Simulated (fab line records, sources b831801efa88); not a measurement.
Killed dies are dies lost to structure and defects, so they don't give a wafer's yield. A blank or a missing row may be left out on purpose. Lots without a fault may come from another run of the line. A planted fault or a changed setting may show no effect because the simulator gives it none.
fab line records | flow sky130
record lots=6 wafers=18 last_day=49
route steps=708 shown LOCAL_INTERCONNECT@394 CONTACT@406 PAD_OPEN@708
lots that met no fault: from a run of the same line without faults
start_h: hours from the record's first day to the start of the lot's first wafer shown | wait_h: hours since the lot's step before | " the same as in the row above | L1.1+2: a row that stands for several wafers | - no value, or no start given | * or withheld: withheld | < > ~ a bound
route shown NAME@n: a module of which the file shows steps, and the number in the route of the first | usual: mean/standard deviation of fault-free wafers | same: alike in all rows | chamber/n: place in a boat | sites: the reading at each site | _std_site: their standard deviation | _edge_site: outer sites' mean less inner sites' | radius_mm: how far each site lies from the wafer's centre | mask NAME#n: copy n | behind: the tool/chamber that last shaped the wafer | hold: why the lot was held/for how many hours/how that ended | device: the transistor (n, p or np) that didn't switch | end of line: the same wafers' tests at the end of the route | a step without rows: its recipe alone | killed: dies lost to structure and defects at the first sort, not the wafer's yield | map: a wafer's dies, x killed, . not, _ none there
set.NAME: the setting as run; set.NAME@STEP: as run at that earlier step | model.NAME: the simulator's own value behind a step, which no gauge read
lots at some steps of the route; a table a step, a row a wafer
services: from which hour (start_h, from the record's first day; less than 0 if before it) a tool's chamber was out of use, for how many hours, and why
## steps
# step SKY_LOCAL_INTERCONNECT_SOFTBAKE_07
# recipe temp_c=100 time_s=90 resist=KrF-thick
# step SKY_LOCAL_INTERCONNECT_EXPOSE_08
# recipe mask_id=LI1M na=0.8 source_shape=annular sigma_inner=0.55 sigma_outer=0.85 target_cd_nm=170 dose_mj=28
# step SKY_LOCAL_INTERCONNECT_PEB_09
# recipe peb_temp_c=withheld peb_time_s=withheld resist=KrF-thick
# step SKY_LOCAL_INTERCONNECT_DEVELOP_10
# recipe develop_time_s=60 resist=KrF-thick dev_temp_c=21
# step SKY_LOCAL_INTERCONNECT_CD_MEAS_11
# recipe target_cd_nm=170
# usual cd_nm=170.3/1.6
# columns lot.wafer tool chamber start_h wait_h cd_nm
L202.3 cd_sem-01 - 731.25 - 169.2
L202.4 " - " " 168.9
L202.6 " - " " 170.4
L205.3 cd_sem-01 - 760.60 - 171.8
L205.4 " - " " 169.7
L205.6 " - " " 169.2
L213.1 cd_sem-02 - 824.41 - 171.5
L213.2 " - " " 172.2
L213.3 " - " " 172.4
L214.2 cd_sem-01 - 830.87 - 171.9
L214.4 " - " " 170.7
L214.6 " - " " 173.4
L215.3 cd_sem-02 - 834.75 - 173.9
L215.4 " - " " 172.8
L215.6 " - " " 172.8
L218.1 cd_sem-01 - 855.80 - 169.4
L218.2 " - " " 169.1
L218.5 " - " " 170.6
# step SKY_LOCAL_INTERCONNECT_OVL_MEAS_12
# usual LOCAL_INTERCONNECT_OVL=-1/5.3
# columns lot.wafer tool chamber start_h wait_h LOCAL_INTERCONNECT_OVL[nm]
L202.3 overlay-02 - 731.34 0.1 -2
L202.4 " - " " 0
L202.6 " - " " 4
L205.3 overlay-01 - 760.69 0.1 -1
L205.4 " - " " 3
L205.6 " - " " -3
L213.1 overlay-02 - 824.53 0.1 1
L213.2 " - " " -7
L213.3 " - " " 5
L214.2 overlay-02 - 830.98 0.1 5
L214.4 " - " " 2
L214.6 " - " " 3
L215.3 overlay-02 - 834.84 0.1 2
L215.4 " - " " 12
L215.6 " - " " 12
L218.1 overlay-01 - 855.92 0.1 -3
L218.2 " - " " -4
L218.5 " - " " 2
# step SKY_LOCAL_INTERCONNECT_ETCH_13
# recipe chemistry=N2/H2 target=BARC ion_energy_ev=200 bias_w=100 pressure_mtorr=30 n2_flow_sccm=100 h2_flow_sccm=200 icp_w=500 stop_on=SiO2 time_s=45.9 target_depth_a=600
# step SKY_LOCAL_INTERCONNECT_METAL_ETCH_14
# recipe target_depth_nm=110 stop_on=PSG chemistry=Cl2/BCl3 target=TiN resist_sidewall_deg=88 pressure_mtorr=10 icp_w=900 bias_w=48.5 Cl2_flow_sccm=60 bcl3_flow_sccm=30 time_s=31.4
# usual drypump_motor_current_A=5.8/0.5 oes_product_au=0.940/0.0071 throttle_valve_pct=21.902/0.0088
# same time_s=31.4
# columns lot.wafer tool chamber start_h wait_h drypump_motor_current_A oes_product_au rf_hours_counter_h throttle_valve_pct
L202.3 rie_metal-04 0 731.45 0.0 5.9 0.932 - 21.899
L202.4 " 1 " " 5.1 0.932 - 21.901
L202.6 " 1 " " 5.1 0.946 - 21.906
L205.3 rie_metal-04 1 760.80 0.0 5.1 0.934 - 21.898
L205.4 " 0 " " 5.9 0.932 - 21.899
L205.6 " 0 " " 5.9 0.942 - 21.905
L213.1 rie_metal-02 1 824.63 0.0 6.0 0.949 12 21.875
L213.2 " 0 " " 6.5 0.939 16 21.901
L213.3 " 0 " " 6.6 0.945 - 21.892
L214.2 rie_metal-04 0 831.07 0.0 5.9 0.932 7 21.903
L214.4 " 0 " " 5.9 0.949 - 21.918
L214.6 " 1 " " 5.1 0.937 - 21.902
L215.3 rie_metal-02 1 834.95 0.0 6.0 0.940 - 21.896
L215.4 " 0 " " 6.5 0.933 - 21.906
L215.6 " 1 " " 6.0 0.941 - 21.895
L218.1 rie_metal-02 1 856.02 0.0 6.0 0.945 14 21.902
L218.2 " 0 " " 6.6 0.951 18 21.891
L218.5 " 1 " " 6.0 0.944 - 21.892
# step SKY_LOCAL_INTERCONNECT_STRIP_15
# recipe chemistry=O2/N2 power_w=1400 pressure_mtorr=1500 platen_temp_c=withheld o2_flow_sccm=3000 n2_flow_sccm=300 overash_fraction=0.5
# usual drypump_motor_current_A=5.5/0.45 oes_product_au=0.428/0.0045 strip_time_to_endpoint_s=4.722/0.017
# same overash_fraction=0.5
# columns lot.wafer tool chamber start_h wait_h drypump_motor_current_A oes_product_au rf_hours_counter_h strip_time_to_endpoint_s
L202.3 plasma_asher-01 1 731.51 0.1 6.0 0.428 - 4.713
L202.4 " 0 " " 5.4 0.431 - 4.720
L202.6 " 1 " " 6.0 0.434 - 4.767
L205.3 plasma_asher-01 0 760.86 0.1 5.4 0.422 - 4.725
L205.4 " 1 " " 6.0 0.425 - 4.703
L205.6 " 0 " " 5.4 0.425 - 4.713
L213.1 plasma_asher-01 0 824.68 0.0 5.4 0.427 8 4.719
L213.2 " 1 " " 6.0 0.432 8 4.735
L213.3 " 1 " " 6.0 0.432 - 4.725
L214.2 plasma_asher-04 1 831.12 0.0 4.7 0.427 71 4.712
L214.4 " 0 " " 5.2 0.424 - 4.728
L214.6 " 1 " " 4.7 0.426 - 4.739
L215.3 plasma_asher-04 1 835.01 0.1 4.7 0.430 - 4.719
L215.4 " 0 " " 5.2 0.434 - 4.730
L215.6 " 1 " " 4.7 0.426 - 4.728
L218.1 plasma_asher-01 0 856.07 0.0 5.5 0.439 11 4.729
L218.2 " 1 " " 6.0 0.427 11 4.728
L218.5 " 1 " " 6.0 0.430 - 4.710
# step SKY_LOCAL_INTERCONNECT_STRIP_16
# recipe chemistry=post_etch_residue_remover time_s=1200 temp_c=72.5
# step SKY_LOCAL_INTERCONNECT_CLEAN_17
# recipe chemistry=IPA time_s=180 temp_c=25
# step SKY_LOCAL_INTERCONNECT_CLEAN_18
# recipe chemistry=O3/DIW dry=n2_spin
# step SKY_CONTACT_CVD_00
# recipe material=Si3N4 target_thk_nm=75 temp_c=400 time_s=withheld rf_w=450
# usual heater_power_w=709/95 rf_fwd_power_W=444.8/1.8
# columns lot.wafer tool chamber start_h wait_h heater_power_w rf_fwd_power_W model.Si3N4_of_CONTACT_CVD_00.thk_nm
L202.3 pecvd-02 0 732.16 0.0 737 446.4 75.13
L202.4 " 2 " " 596 445.8 75.14
L202.6 " 0 " " 746 446.2 75.49
L205.3 pecvd-04 0 761.45 0.0 954 445.0 74.77
L205.4 " 1 " " 716 446.1 76.74
L205.6 " 2 " " 650 441.7 76.91
L213.1 pecvd-04 1 825.27 0.0 670 513.6 78.54
L213.2 " 2 " " 689 513.8 79.04
L213.3 " 0 " " 915 515.8 77.13
L214.2 pecvd-03 1 831.72 0.0 700 443.9 74.59
L214.4 " 2 " " 654 443.2 77.05
L214.6 " 1 " " 703 446.6 75.97
L215.3 pecvd-02 0 835.57 0.0 751 447.0 74.57
L215.4 " 2 " " 606 445.2 75.67
L215.6 " 1 " " 619 446.2 75.02
L218.1 pecvd-04 0 856.67 0.0 836 515.4 77.08
L218.2 " 1 " " 668 515.7 79.47
L218.5 " 1 " " 679 517.4 80.12
# step SKY_CONTACT_THK_MEAS_01
# recipe reads=Si3N4_of_CONTACT_CVD_00
# usual CONTACT_CVD_00_THK=75.4/0.99
# columns lot.wafer tool chamber start_h wait_h CONTACT_CVD_00_THK[nm]
L202.3 film_metro-03 - 732.21 - 75.1
L202.4 " - " " 75.1
L202.6 " - " " 75.5
L205.3 film_metro-04 - 761.50 - 74.7
L205.4 " - " " 76.7
L205.6 " - " " 76.9
L213.1 film_metro-04 - 825.31 - 78.6
L213.2 " - " " 79.1
L213.3 " - " " 77.2
L214.2 film_metro-04 - 831.76 - 74.6
L214.4 " - " " 77.1
L214.6 " - " " 76.1
L215.3 film_metro-04 - 835.63 - 74.5
L215.4 " - " " 75.6
L215.6 " - " " 75.0
L218.1 film_metro-01 - 856.70 - 77.1
L218.2 " - " " 79.4
L218.5 " - " " 80.1
# step SKY_CONTACT_HDPCVD_02
# recipe material=SiO2 target_thk_nm=565 sigma_open_frac=0.3 time_s=94.2 temp_c=600 sih4_flow_sccm=60 pressure_mtorr=6
# step SKY_CONTACT_THK_MEAS_03
# recipe reads=SiO2_of_CONTACT_HDPCVD_02
# usual CONTACT_HDPCVD_THK=567/5.5
# columns lot.wafer tool chamber start_h wait_h CONTACT_HDPCVD_THK[nm]
L202.3 film_metro-04 - 732.34 0.1 565
L202.4 " - " " 562
L202.6 " - " " 560
L205.3 film_metro-03 - 761.63 0.1 569
L205.4 " - " " 567
L205.6 " - " " 567
L213.1 film_metro-03 - 825.44 0.0 570
L213.2 " - " " 570
L213.3 " - " " 573
L214.2 film_metro-03 - 831.89 0.0 559
L214.4 " - " " 554
L214.6 " - " " 564
L215.3 film_metro-01 - 835.76 0.1 568
L215.4 " - " " 562
L215.6 " - " " 568
L218.1 film_metro-03 - 856.83 0.0 564
L218.2 " - " " 572
L218.5 " - " " 568
# step SKY_CONTACT_CMP_04
# recipe material=SiO2 down_force_psi=4 platen_rpm=60 pad_velocity_m_s=0.94248
# step SKY_CONTACT_BOW_MEAS_05
# recipe mode=bow
# usual CONTACT_BOW=82/7.3
# columns lot.wafer tool chamber start_h wait_h CONTACT_BOW[um]
L202.3 film_metro-03 - 732.72 0.2 86
L202.4 " - " " 95
L202.6 " - " " 94
L205.3 film_metro-03 - 762.01 0.2 73
L205.4 " - " " 76
L205.6 " - " " 70
L213.1 film_metro-04 - 825.80 0.2 78
L213.2 " - " " 73
L213.3 " - " " 68
L214.2 film_metro-04 - 832.26 0.2 72
L214.4 " - " " 77
L214.6 " - " " 72
L215.3 film_metro-04 - 836.14 0.3 81
L215.4 " - " " 88
L215.6 " - " " 93
L218.1 film_metro-01 - 857.19 0.2 96
L218.2 " - " " 84
L218.5 " - " " 86
# step SKY_CONTACT_DEHYDRATE_06
# recipe temp_c=200 time_s=60
# step SKY_CONTACT_HMDS_07
# recipe prime_time_s=60 prime_temp_c=120
# step SKY_CONTACT_COAT_08
# recipe resist=BARC temp_c=withheld time_s=withheld spin_rpm=3000 resist_thk_nm=60
# step SKY_CONTACT_COAT_09
# recipe resist=KrF-thick spin_rpm=3000 resist_thk_nm=450
# step SKY_CONTACT_SOFTBAKE_10
# recipe temp_c=100 time_s=90 resist=KrF-thick
# step SKY_CONTACT_EXPOSE_11
# recipe mask_id=CTM1 na=0.8 source_shape=annular sigma_inner=0.55 sigma_outer=0.85 target_cd_nm=170 dose_mj=38
# step SKY_CONTACT_PEB_12
# recipe peb_temp_c=withheld peb_time_s=withheld resist=KrF-thick
# step SKY_CONTACT_DEVELOP_13
# recipe develop_time_s=60 resist=KrF-thick dev_temp_c=21
# step SKY_CONTACT_CD_MEAS_14
# recipe target_cd_nm=170
# usual cd_nm=170.1/1.4
# columns lot.wafer tool chamber start_h wait_h cd_nm
L202.3 cd_sem-01 - 760.95 - 167.2
L202.4 " - " " 168.5
L202.6 " - " " 169.9
L205.3 cd_sem-01 - 789.25 - 171.6
L205.4 " - " " 170.4
L205.6 " - " " 171.4
L213.1 cd_sem-02 - 852.36 - 171.0
L213.2 " - " " 170.4
L213.3 " - " " 170.0
L214.2 cd_sem-02 - 858.73 - 170.3
L214.4 " - " " 170.0
L214.6 " - " " 170.8
L215.3 cd_sem-02 - 862.86 - 168.2
L215.4 " - " " 168.9
L215.6 " - " " 169.3
L218.1 cd_sem-02 - 883.71 - 170.9
L218.2 " - " " 170.0
L218.5 " - " " 169.6
# step SKY_CONTACT_OVL_MEAS_15
# usual CONTACT_OVL=-3/5
# columns lot.wafer tool chamber start_h wait_h CONTACT_OVL[nm]
L202.3 overlay-02 - 761.04 0.1 1
L202.4 " - " " 4
L202.6 " - " " 3
L205.3 overlay-01 - 789.34 0.1 -2
L205.4 " - " " 0
L205.6 " - " " 0
L213.1 overlay-02 - 852.48 0.1 4
L213.2 " - " " 4
L213.3 " - " " 0
L214.2 overlay-02 - 858.83 0.1 -3
L214.4 " - " " -8
L214.6 " - " " -4
L215.3 overlay-01 - 862.96 0.1 6
L215.4 " - " " 5
L215.6 " - " " 0
L218.1 overlay-01 - 883.83 0.1 2
L218.2 " - " " -5
L218.5 " - " " -5
# step SKY_CONTACT_ETCH_16
# recipe chemistry=N2/H2 target=BARC ion_energy_ev=200 source_w=500 bias_w=100 pressure_mtorr=30 n2_flow_sccm=100 h2_flow_sccm=200 stop_on=SiO2 time_s=45.9 target_depth_a=600
# usual drypump_motor_current_A=5.7/0.36 oes_product_au=0.855/0.0051 throttle_valve_pct=13.225/0.0095
# same time_s=45.9
# columns lot.wafer tool chamber start_h wait_h drypump_motor_current_A oes_product_au rf_hours_counter_h throttle_valve_pct
L202.3 rie_diel-01 2 761.07 0.0 6.1 0.856 40 13.223
L202.4 " 1 " " 5.8 0.855 6 13.228
L202.6 " 1 " " 5.8 0.864 - 13.227
L205.3 rie_diel-01 2 789.37 0.0 6.1 0.849 41 13.227
L205.4 " 3 " " 5.3 0.862 15 13.224
L205.6 " 2 " " 6.1 0.847 - 13.227
L213.1 rie_diel-01 2 852.52 0.0 6.1 0.856 1 13.226
L213.2 " 0 " " 5.7 0.857 7 13.233
L213.3 " 1 " " 5.8 0.861 10 13.212
L214.2 rie_diel-03 2 858.86 0.0 5.7 0.860 12 13.231
L214.4 " 0 " " 5.1 0.850 4 13.210
L214.6 " 3 " " 5.6 0.859 - 13.221
L215.3 rie_diel-03 1 862.98 0.0 6.2 0.854 16 13.214
L215.4 " 3 " " 5.6 0.859 21 13.228
L215.6 " 1 " " 6.2 0.852 - 13.230
L218.1 rie_diel-02 0 883.86 0.0 5.2 0.857 24 13.223
L218.2 " 2 " " 6.5 0.859 17 13.234
L218.5 " 3 " " 5.7 0.858 - 13.208
# step SKY_CONTACT_ETCH_17
# recipe target=SiO2 chemistry=C4F8/O2/Ar stop_on=Si3N4 mask_material=KrF-thick source_w=1500 bias_w=1200 pressure_mtorr=40 c4f8_flow_sccm=withheld O2_flow_sccm=6 Ar_flow_sccm=300 time_s=withheld target_depth_a=3400
# usual oes_product_au=0.891/0.0047
# columns lot.wafer tool chamber start_h wait_h oes_product_au
L202.3 rie_diel-01 2 761.11 0.0 0.885
L202.4 " 1 " " 0.890
L202.6 " 1 " " 0.890
L205.3 rie_diel-01 2 789.41 0.0 0.887
L205.4 " 3 " " 0.886
L205.6 " 2 " " 0.892
L213.1 rie_diel-01 2 852.56 0.0 0.891
L213.2 " 0 " " 0.898
L213.3 " 1 " " 0.895
L214.2 rie_diel-03 2 858.91 0.0 0.885
L214.4 " 0 " " 0.890
L214.6 " 3 " " 0.897
L215.3 rie_diel-03 1 863.02 0.0 0.889
L215.4 " 3 " " 0.887
L215.6 " 1 " " 0.891
L218.1 rie_diel-02 0 883.91 0.0 0.884
L218.2 " 2 " " 0.891
L218.5 " 3 " " 0.891
# step SKY_CONTACT_ETCH_18
# recipe target=Si3N4 chemistry=CHF3/O2 stop_on=TiN source_w=600 bias_w=200 pressure_mtorr=40 chf3_flow_sccm=50 O2_flow_sccm=5 time_s=39 target_depth_a=750
# usual drypump_motor_current_A=5.7/0.36 oes_product_au=0.857/0.0083 throttle_valve_pct=8.794/0.0095
# same time_s=39
# columns lot.wafer tool chamber start_h wait_h drypump_motor_current_A oes_product_au rf_hours_counter_h throttle_valve_pct model.etch.depth_nm
L202.3 rie_diel-01 2 - - 6.0 0.849 40 8.765 75.13
L202.4 " 1 " " 5.9 0.862 6 8.791 75.14
L202.6 " 1 " " 5.8 0.854 - 8.788 75.49
L205.3 rie_diel-01 2 - - 6.1 0.852 41 8.790 74.77
L205.4 " 3 " " 5.3 0.859 16 8.787 76.74
L205.6 " 2 " " 6.1 0.877 - 8.790 76.91
L213.1 rie_diel-01 2 - - 6.1 0.875 1 8.791 78.54
L213.2 " 0 " " 5.7 0.887 7 8.794 79.04
L213.3 " 1 " " 5.8 0.871 10 8.793 77.13
L214.2 rie_diel-03 2 - - 5.7 0.852 12 8.785 74.59
L214.4 " 0 " " 5.1 0.859 4 8.792 77.05
L214.6 " 3 " " 5.6 0.856 - 8.808 75.97
L215.3 rie_diel-03 1 - - 6.3 0.844 16 8.784 74.57
L215.4 " 3 " " 5.6 0.862 21 8.814 75.67
L215.6 " 1 " " 6.2 0.857 - 8.793 75.02
L218.1 rie_diel-02 0 - - 5.2 0.870 24 8.810 77.08
L218.2 " 2 " " 6.4 0.877 17 8.793 79.47
L218.5 " 3 " " 5.7 0.887 - 8.807 80.12
# step SKY_CONTACT_STRIP_19
# recipe chemistry=O2/N2 power_w=1400 pressure_mtorr=1500 platen_temp_c=withheld o2_flow_sccm=3000 n2_flow_sccm=300 overash_fraction=0.5
# usual drypump_motor_current_A=5.5/0.4 oes_product_au=0.381/0.0041 strip_time_to_endpoint_s=3.626/0.024
# same overash_fraction=0.5
# columns lot.wafer tool chamber start_h wait_h drypump_motor_current_A oes_product_au rf_hours_counter_h strip_time_to_endpoint_s
L202.3 plasma_asher-02 0 761.23 - 5.4 0.386 - 3.608
L202.4 " 1 " " 5.7 0.377 - 3.639
L202.6 " 0 " " 5.4 0.378 - 3.648
L205.3 plasma_asher-01 1 789.53 - 6.0 0.383 - 3.607
L205.4 " 0 " " 5.4 0.383 - 3.659
L205.6 " 0 " " 5.4 0.382 - 3.597
L213.1 plasma_asher-04 0 852.65 - 5.2 0.377 73 3.609
L213.2 " 1 " " 4.7 0.379 73 3.609
L213.3 " 1 " " 4.7 0.378 - 3.602
L214.2 plasma_asher-01 1 859.00 - 6.0 0.379 11 3.629
L214.4 " 1 " " 6.0 0.382 - 3.622
L214.6 " 1 " " 6.0 0.383 - 3.631
L215.3 plasma_asher-02 1 863.15 - 5.7 0.388 - 3.645
L215.4 " 0 " " 5.5 0.380 - 3.631
L215.6 " 1 " " 5.7 0.376 - 3.643
L218.1 plasma_asher-04 0 884.00 - 5.2 0.385 77 3.613
L218.2 " 1 " " 4.7 0.383 77 3.642
L218.5 " 0 " " 5.2 0.383 - 3.598
# step SKY_PAD_OPEN_PROBE_99
# usual killed_at_M0_to_M3=42/6.6 killed_at_M4_up=3.0/1.8 killed_at_contacts=25/5.1 killed_at_front_end=15/4.4 killed_at_other=0.3/0.56 killed_dies=86/8.6 killed_on_rim=17/3.9 killed_open=47/6.9 killed_short=38/6
# same gross_dies=492 killed_at_back_side=0
# columns lot.wafer tool chamber start_h wait_h killed_at_M0_to_M3 killed_at_M4_up killed_at_contacts killed_at_front_end killed_at_other killed_dies killed_on_rim killed_open killed_short
L202.3 prober-01 - 1097.67 0.2 46 2 27 13 1 89 17 52 37
L202.4 prober-01 - 1097.72 0.2 57 2 21 15 0 95 19 57 37
L202.6 prober-01 - 1097.82 0.2 41 3 18 17 0 79 14 46 33
L205.3 prober-02 - 1117.63 0.2 39 5 30 14 0 88 13 48 40
L205.4 prober-02 - 1117.68 0.2 51 1 29 16 0 97 11 60 37
L205.6 prober-02 - 1117.78 0.2 41 5 21 16 0 83 9 43 40
L213.1 prober-02 - 1161.88 0.1 46 3 19 27 0 95 22 51 44
L213.2 prober-02 - 1161.93 0.1 32 1 16 23 0 72 14 40 32
L213.3 prober-02 - 1161.98 0.2 45 4 22 24 0 95 20 55 40
L214.2 prober-01 - 1166.04 0.1 35 0 30 16 0 81 15 42 39
L214.4 prober-01 - 1166.14 0.2 48 3 31 9 0 91 16 47 44
L214.6 prober-01 - 1166.24 0.2 40 2 33 14 0 89 18 49 39
L215.3 prober-02 - 1168.18 0.2 32 5 19 12 0 68 17 37 31
L215.4 prober-02 - 1168.23 0.2 46 8 29 18 0 101 19 57 44
L215.6 prober-02 - 1168.33 0.2 41 3 30 14 1 89 22 54 35
L218.1 prober-01 - 1182.81 0.1 38 4 31 15 0 88 13 49 39
L218.2 prober-01 - 1182.86 0.1 48 3 19 13 1 84 19 47 37
L218.5 prober-01 - 1183.01 0.2 38 2 21 13 1 75 16 35 40
# killed by level:class
L202.3 CONTACT:geometric_particle:open=10 VIA3:geometric_particle:open=10 VIA2:geometric_particle:open=8 VIA1:geometric_particle:open=7 LI_CONTACT:geometric_particle:open=6 VIA1:geometric_particle:short=5 METAL3:geometric_particle:short=5 LOCAL_INTERCONNECT:geometric_particle:short=4
L202.4 VIA2:geometric_particle:open=14 VIA1:geometric_particle:open=11 VIA3:geometric_particle:open=9 CONTACT:geometric_particle:open=7 POLY_GATE:geometric_particle:open=6 LOCAL_INTERCONNECT:geometric_particle:short=5 METAL2:geometric_particle:short=5 METAL3:geometric_particle:short=5
L202.6 LI_CONTACT:geometric_particle:open=11 VIA1:geometric_particle:open=9 POLY_GATE:geometric_particle:open=6 VIA1:geometric_particle:short=6 VIA2:geometric_particle:open=6 VIA3:geometric_particle:short=6 FIELD_ISO:geometric_particle:open=5 METAL3:geometric_particle:short=4
L205.3 VIA1:geometric_particle:open=13 LI_CONTACT:geometric_particle:open=12 CONTACT:geometric_particle:open=9 FIELD_ISO:geometric_particle:short=5 METAL2:geometric_particle:short=5 METAL4:geometric_particle:short=5 FIELD_ISO:geometric_particle:open=4 VIA3:geometric_particle:short=4
L205.4 VIA1:geometric_particle:open=13 LI_CONTACT:geometric_particle:open=9 VIA2:geometric_particle:open=9 VIA3:geometric_particle:open=8 CONTACT:geometric_particle:short=7 CONTACT:geometric_particle:open=6 METAL2:geometric_particle:short=5 FIELD_ISO:geometric_particle:short=4
L205.6 CONTACT:geometric_particle:open=12 VIA2:geometric_particle:open=7 VIA1:geometric_particle:short=6 VIA1:geometric_particle:open=6 POLY_GATE:geometric_particle:short=5 CONTACT:geometric_particle:short=5 FIELD_ISO:geometric_particle:short=4 LI_CONTACT:geometric_particle:open=4
L213.1 VIA1:geometric_particle:open=10 VIA2:geometric_particle:open=9 CONTACT:geometric_particle:open=8 FIELD_ISO:geometric_particle:short=7 VIA3:geometric_particle:open=7 POLY_GATE:geometric_particle:short=6 FIELD_ISO:geometric_particle:open=5 LI_CONTACT:geometric_particle:open=4
L213.2 FIELD_ISO:geometric_particle:open=7 VIA1:geometric_particle:open=7 POLY_GATE:geometric_particle:open=6 FIELD_ISO:geometric_particle:short=4 LI_CONTACT:geometric_particle:open=4 METAL3:geometric_particle:short=4 CONTACT:geometric_particle:open=4 VIA1:geometric_particle:short=4
L213.3 VIA1:geometric_particle:open=17 CONTACT:geometric_particle:open=11 POLY_GATE:geometric_particle:short=8 LI_CONTACT:geometric_particle:open=8 FIELD_ISO:geometric_particle:short=6 METAL2:geometric_particle:short=6 VIA3:geometric_particle:short=5 FIELD_ISO:geometric_particle:open=4
L214.2 VIA1:geometric_particle:open=11 CONTACT:geometric_particle:short=8 CONTACT:geometric_particle:open=7 LI_CONTACT:geometric_particle:open=6 LOCAL_INTERCONNECT:geometric_particle:short=6 POLY_GATE:geometric_particle:open=5 METAL1:geometric_particle:short=5 VIA2:geometric_particle:open=5
L214.4 CONTACT:geometric_particle:open=16 VIA1:geometric_particle:open=15 VIA1:geometric_particle:short=12 VIA3:geometric_particle:open=6 LI_CONTACT:geometric_particle:short=5 METAL2:geometric_particle:short=5 LI_CONTACT:geometric_particle:open=4 FIELD_ISO:geometric_particle:open=3
L214.6 VIA1:geometric_particle:open=13 CONTACT:geometric_particle:open=11 VIA3:geometric_particle:open=8 VIA1:geometric_particle:short=7 LI_CONTACT:geometric_particle:open=6 LI_CONTACT:geometric_particle:short=6 CONTACT:geometric_particle:short=6 POLY_GATE:geometric_particle:short=5
L215.3 LI_CONTACT:geometric_particle:open=8 VIA1:geometric_particle:short=8 VIA1:geometric_particle:open=8 CONTACT:geometric_particle:open=7 METAL2:geometric_particle:short=5 FIELD_ISO:geometric_particle:short=4 VIA2:geometric_particle:open=4 FIELD_ISO:geometric_particle:open=3
L215.4 VIA1:geometric_particle:open=10 CONTACT:geometric_particle:open=9 VIA2:geometric_particle:open=9 POLY_GATE:geometric_particle:open=8 CONTACT:geometric_particle:short=7 VIA3:geometric_particle:open=7 METAL1:geometric_particle:short=7 LI_CONTACT:geometric_particle:short=6
L215.6 CONTACT:geometric_particle:open=18 METAL2:geometric_particle:short=8 FIELD_ISO:geometric_particle:open=7 LI_CONTACT:geometric_particle:open=6 VIA1:geometric_particle:open=6 METAL1:geometric_particle:short=5 VIA2:geometric_particle:open=5 VIA3:geometric_particle:short=5
L218.1 CONTACT:geometric_particle:open=11 VIA2:geometric_particle:open=8 METAL1:geometric_particle:short=8 VIA1:geometric_particle:open=6 CONTACT:geometric_particle:short=6 LI_CONTACT:geometric_particle:open=5 POLY_GATE:geometric_particle:open=4 LI_CONTACT:geometric_particle:short=4
L218.2 VIA2:geometric_particle:open=12 VIA1:geometric_particle:open=9 LI_CONTACT:geometric_particle:open=7 CONTACT:geometric_particle:open=6 METAL1:geometric_particle:short=6 METAL2:geometric_particle:short=6 FIELD_ISO:geometric_particle:open=4 VIA1:geometric_particle:short=4
L218.5 METAL1:geometric_particle:short=10 CONTACT:geometric_particle:open=8 LI_CONTACT:geometric_particle:open=6 VIA1:geometric_particle:open=6 METAL2:geometric_particle:short=5 POLY_GATE:geometric_particle:short=4 LOCAL_INTERCONNECT:geometric_particle:short=4 VIA2:geometric_particle:short=4
## services
# columns tool chamber start_h hours kind
rie_diel-02 - 714.33 1.3 repair
rie_diel-03 2 720.69 5.6 repair
rie_diel-01 0 728.26 2.7 repair
plasma_asher-01 - 733.75 9.0 pm
plasma_asher-01 0 733.75 9.0 vent_cycle
plasma_asher-01 1 733.75 9.0 vent_cycle
plasma_asher-01 0 742.75 - clean
plasma_asher-01 1 742.75 - clean
pecvd-03 1 752.43 10.3 repair
rie_diel-03 0 756.62 5.5 repair
pecvd-03 - 763.36 1.0 repair
plasma_asher-01 - 765.42 0.5 repair
pecvd-02 2 783.73 10.9 repair
rie_diel-01 1 784.23 1.2 repair
rie_diel-01 2 795.21 - clean
rie_diel-01 2 795.21 21.9 scheduled_down
rie_diel-01 2 795.21 21.9 vent_cycle
rie_diel-01 0 811.05 5.0 repair
rie_diel-02 3 824.09 6.3 repair
rie_diel-02 1 829.79 5.2 repair
pecvd-03 - 831.99 1.9 repair
rie_metal-02 - 861.96 14.6 pm
rie_diel-01 2 878.85 34.8 repair
rie_diel-01 3 883.12 3.0 repair
## key
first_sign step=SKY_CONTACT_CVD_00 reading=rf_fwd_power_W direction=up sigmas=40 usual=444.8 struck=515.3
effect step=SKY_CONTACT_THK_MEAS_01 reading=CONTACT_CVD_00_THK direction=up sigmas=3.2 usual=75.4 struck=78.6
effect step=SKY_CONTACT_ETCH_18 reading=oes_product_au direction=up sigmas=2.5 usual=0.857 struck=0.878
model_effect step=SKY_CONTACT_CVD_00 value=Si3N4_of_CONTACT_CVD_00.thk_nm without=75.17 struck=78.57
model_effect step=SKY_CONTACT_ETCH_18 value=etch.depth_nm without=75.17 struck=78.57
met_at SKY_CONTACT_CVD_00
struck_wafers L213.1,L213.2,L213.3,L218.1,L218.2,L218.5
tester_left_out L213,L218
onset_between 761.45 825.27
fault kind=process_parameter_drift tool=pecvd-04 chamber=- onset_h=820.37 steps=SKY_CONTACT_CVD_00 channel=rf_w offset=72 shape=step end_h=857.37 acts_in=these_recipes_only stated=450
# tester_left_out: of these lots the tester's yield and bins aren't shown, on N5 and GAA mostly nor the transistor test; their killed dies are dies lost to structure and defects alone, not to doping, threshold or leakage, so they don't give the yield
